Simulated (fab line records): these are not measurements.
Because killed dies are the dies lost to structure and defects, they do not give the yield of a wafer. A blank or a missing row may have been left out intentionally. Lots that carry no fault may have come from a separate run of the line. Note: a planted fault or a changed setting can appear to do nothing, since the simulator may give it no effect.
A single fault, viewed from 2 desks + flow gf180mcu + each desk has only its own numbers; what lay behind them comes last

THE METROLOGY DESK
What the gauges read, lot by lot, whatever tool the lot ran on: means of the sampled wafers that have a number. Marked OUT: a lot whose mean sits more than 4 standard deviations from the usual mean, which makes it out of limits; the brackets give that distance.
Columns: A = POLY_GATE_CVD_00_THK at GF_POLY_GATE_THK_MEAS_01, usual 199.7 nm; B = cd_nm at GF_HV_LDD_CD_MEAS_19, usual 400.5 nm
| lot  | first seen here | A               | B     |
|------|-----------------|-----------------|-------|
| L206 | day 8 11:41     | 200.0           | 400.4 |
| L207 | day 8 17:11     | 198.5           | 401.9 |
| L208 | day 8 23:16     | 200.8           | 400.2 |
| L209 | day 9 06:37     | 199.7           | 399.9 |
| L210 | day 9 15:43     | 202.3           | 399.5 |
| L212 | day 10 06:28    | 198.9           | 398.1 |
| L213 | day 10 14:40    | 198.2           | 402.1 |
| L214 | day 10 19:04    | 201.3           | 399.4 |
| L215 | day 11 05:26    | 203.1           | 399.7 |
| L216 | day 11 10:28    | 200.4           | 399.8 |
| L217 | day 11 16:32    | 203.7           | 400.3 |
| L220 | day 12 11:34    | 199.4           | 399.8 |
| L228 | day 14 19:41    | 334.2 (+64) OUT | 400.5 |
| L229 | day 15 09:50    | 335.6 (+65) OUT | 400.1 |
This desk reports L228, L229 out of limits; the earliest was L228 at day 14 19:41 (POLY_GATE_CVD_00_THK at GF_POLY_GATE_THK_MEAS_01). L206, L207, L208, L209, L210, L212, L213, L214, L215, L216, L217, L220 stayed within limits.

TOOL OWNER'S DESK, lpcvd-01
The tool's own readings at GF_POLY_GATE_CVD_00 (deposits poly-Si, target thk 200 nm, time 1200 s): means of the sampled wafers that have a number, for each lot that ran on this tool. Marked OUT: a lot whose mean sits more than 4 standard deviations from the usual mean, which makes it out of limits; the brackets give that distance.
Columns: A = spike_tc_upper_C at GF_POLY_GATE_CVD_00, usual 619.8 C
| lot  | first seen here | A     |
|------|-----------------|-------|
| L207 | day 8 15:44     | 619.9 |
| L208 | day 8 21:56     | 619.1 |
| L210 | day 9 14:23     | 619.5 |
| L213 | day 10 13:19    | 618.7 |
| L214 | day 10 17:44    | 619.2 |
| L228 | day 14 18:20    | 618.9 |
| L229 | day 15 08:30    | 619.3 |
Finding of this desk: none of the 7 lots has anything out of limits.

PUT TOGETHER
At day 14 19:41 the metrology desk could have sounded an alarm, on L228, L229.
The desk of the tool owner found nothing out of limits.
On record at the tool owner's desk: L228, L229, within its limits.
GF_POLY_GATE_CVD_00 was run on lpcvd-01 by each of the lots named.

WHAT THE SIMULATOR HAD INSERTED
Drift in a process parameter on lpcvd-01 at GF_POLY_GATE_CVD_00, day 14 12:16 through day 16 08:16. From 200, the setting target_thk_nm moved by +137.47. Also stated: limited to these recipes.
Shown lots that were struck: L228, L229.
Delay in hours, fault start to first out-of-limits reading, per desk: metrology desk 7.
